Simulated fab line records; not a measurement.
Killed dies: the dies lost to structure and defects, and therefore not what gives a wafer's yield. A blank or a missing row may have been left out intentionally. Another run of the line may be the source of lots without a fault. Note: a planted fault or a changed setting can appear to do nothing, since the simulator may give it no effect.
Which tool is to blame?    flow gf180mcu    13 lots with 39 wafers sampled at 4 steps, on a route of 602 steps

## WHAT THE GAUGES READ, wafer by wafer
GF_HV_LDD_CD_MEAS_19: the cd target is 400 nm.
lot   measured      on         cd nm (nm)
L849  day 11 14:56  cd sem-02  399.2 401.7 398.7
L850  day 11 13:56  cd sem-01  393.2 394.9 396.8
L852  day 12 07:36  cd sem-02  402.3 401.0 401.2
L853  day 12 15:43  cd sem-01  402.8 401.2 401.9
L854  day 12 20:25  cd sem-02  401.2 400.5 400.2
L856  day 13 18:34  cd sem-02  397.3 399.1 396.4
L857  day 13 23:31  cd sem-01  401.1 400.6 401.0
L858  day 14 09:10  cd sem-01  399.6 397.9 399.9
L859  day 14 17:04  cd sem-01  398.2 398.8 398.0
L861  day 15 19:19  cd sem-02  398.9 398.2 399.0
L862  day 15 18:11  cd sem-02  400.3 399.7 399.9
L864  day 16 06:59  cd sem-02  313.6 314.5 314.6
L866  day 17 03:50  cd sem-02  315.1 314.7 317.4

GF_SAB_THK_MEAS_01.
lot   measured      on             SAB_CVD_00_THK (nm)
L849  day 15 05:19  film metro-03  49.9 49.5 50.7
L850  day 15 02:26  film metro-03  49.0 49.7 50.6
L852  day 15 23:38  film metro-03  50.1 50.5 50.9
L853  day 16 10:09  film metro-01  50.3 49.6 50.5
L854  day 16 14:57  film metro-02  49.2 49.4 49.2
L856  day 17 15:35  film metro-03  51.1 50.6 50.4
L857  day 17 19:20  film metro-01  50.3 51.0 51.2
L858  day 18 06:31  film metro-03  50.6 51.2 50.6
L859  day 18 16:22  film metro-01  49.6 49.2 49.1
L861  day 19 22:44  film metro-03  49.5 50.5 49.9
L862  day 19 20:29  film metro-01  49.7 50.0 50.7
L864  day 20 12:31  film metro-01  50.0 49.8 50.2
L866  day 21 08:55  film metro-03  49.7 49.5 50.3

## WHICH TOOL RAN EACH LOT (tool, then ch and the chambers of the sampled wafers, then the start)
lot   GF_LVPWELL_STRIP_10                  GF_HV_LDD_DEVELOP_18
L849  plasma asher-04 ch 0, day 4 09:03    litho track-01 ch 0, day 11 14:47
L850  plasma asher-04 ch 0,1, day 4 12:48  litho track-01 ch 0, day 11 13:47
L852  plasma asher-01 ch 0,1, day 5 02:59  litho track-01 ch 0, day 12 07:28
L853  plasma asher-03 ch 0,1, day 5 07:25  litho track-04 ch 0, day 12 15:34
L854  plasma asher-04 ch 0,1, day 5 12:15  litho track-02 ch 0, day 12 20:16
L856  plasma asher-03 ch 0,1, day 5 23:29  litho track-02 ch 0, day 13 18:26
L857  plasma asher-01 ch 0,1, day 6 05:41  litho track-01 ch 0, day 13 23:22
L858  plasma asher-04 ch 1, day 6 10:27    litho track-01 ch 0, day 14 09:01
L859  plasma asher-04 ch 0,1, day 6 12:54  litho track-01 ch 0, day 14 16:55
L861  plasma asher-03 ch 0, day 7 09:47    litho track-04 ch 0, day 15 19:10
L862  plasma asher-01 ch 0, day 7 09:57    litho track-01 ch 0, day 15 18:02
L864  plasma asher-01 ch 0,1, day 8 00:02  litho track-01 ch 0, day 16 06:50
L866  plasma asher-04 ch 0, day 8 14:20    litho track-01 ch 0, day 17 03:41
- GF_LVPWELL_STRIP_10: strips in O2/N2.
- GF_HV_LDD_DEVELOP_18: develop time 60 s.

## AS READ BY THE TOOLS THEMSELVES (means over the sampled wafers that have a number; for cases with no such wafer, the mark the record gives instead)
GF_LVPWELL_STRIP_10.
lot   tool             drypump motor current A (A)  heater power w (W)  n2 flow sccm (sccm)  oes product au (a.u.)  platen temp c (C)  strip time to endpoint s (s)
L849  plasma asher-04  6.1                          371                 299.5                0.723                  250.15             36.91
L850  plasma asher-04  5.8                          344                 298.9                0.728                  250.19             36.86
L852  plasma asher-01  5.1                          299                 300.2                0.725                  250.03             36.95
L853  plasma asher-03  5.6                          364                 300.0                0.719                  250.13             36.85
L854  plasma asher-04  5.9                          352                 299.2                0.725                  250.02             37.07
L856  plasma asher-03  5.6                          348                 300.3                0.722                  250.03             37.02
L857  plasma asher-01  5.1                          301                 300.5                0.721                  250.10             36.85
L858  plasma asher-04  5.6                          323                 300.6                0.720                  250.03             36.98
L859  plasma asher-04  5.9                          356                 300.4                0.721                  249.90             37.06
L861  plasma asher-03  5.6                          347                 300.6                0.720                  250.02             36.99
L862  plasma asher-01  5.0                          297                 300.1                0.722                  249.96             36.99
L864  plasma asher-01  5.1                          300                 299.7                0.724                  249.96             36.99
L866  plasma asher-04  6.1                          369                 301.2                0.723                  250.13             37.04

## THE ANSWER, worked out from the rows above alone
Rule: what is usual is taken from the lots themselves. The widest of any qualifying gaps counts: lots, ordered by their means at a reading, are off when they make up no more than a third of the lots, leave a main group of 4 or more, and stand apart from it by 3 or more times the standard deviation of that group's means. A main group whose means are all the same, to the digits that the tables above print for the reading, isn't used. A lot without any number at a reading at which 4 lots or more have one is off too. The other lots that the step has rows for count as sound. Order of review: gauges by route order, followed by the tools' own readings, for which a lot's mean as printed above is used. At the first step where some lot is off, the reading lying furthest off is the one used; lots without a number count as furthest.
Off, at GF_HV_LDD_CD_MEAS_19 on cd nm: L864, L866. Main group: mean 399.4 nm, sd 1.9.
If a tool, at a process step before that reading, ran all the lots that are off and no sound lot after the first of them, it fits. Gauges at GF_HV_LDD_CD_MEAS_19: tried the same way as those tools. Can't be told from this: 2 tools fit, litho track-01 at GF_HV_LDD_DEVELOP_18, cd sem-02 at GF_HV_LDD_CD_MEAS_19.

## WHAT THE SIMULATOR HAD INSERTED
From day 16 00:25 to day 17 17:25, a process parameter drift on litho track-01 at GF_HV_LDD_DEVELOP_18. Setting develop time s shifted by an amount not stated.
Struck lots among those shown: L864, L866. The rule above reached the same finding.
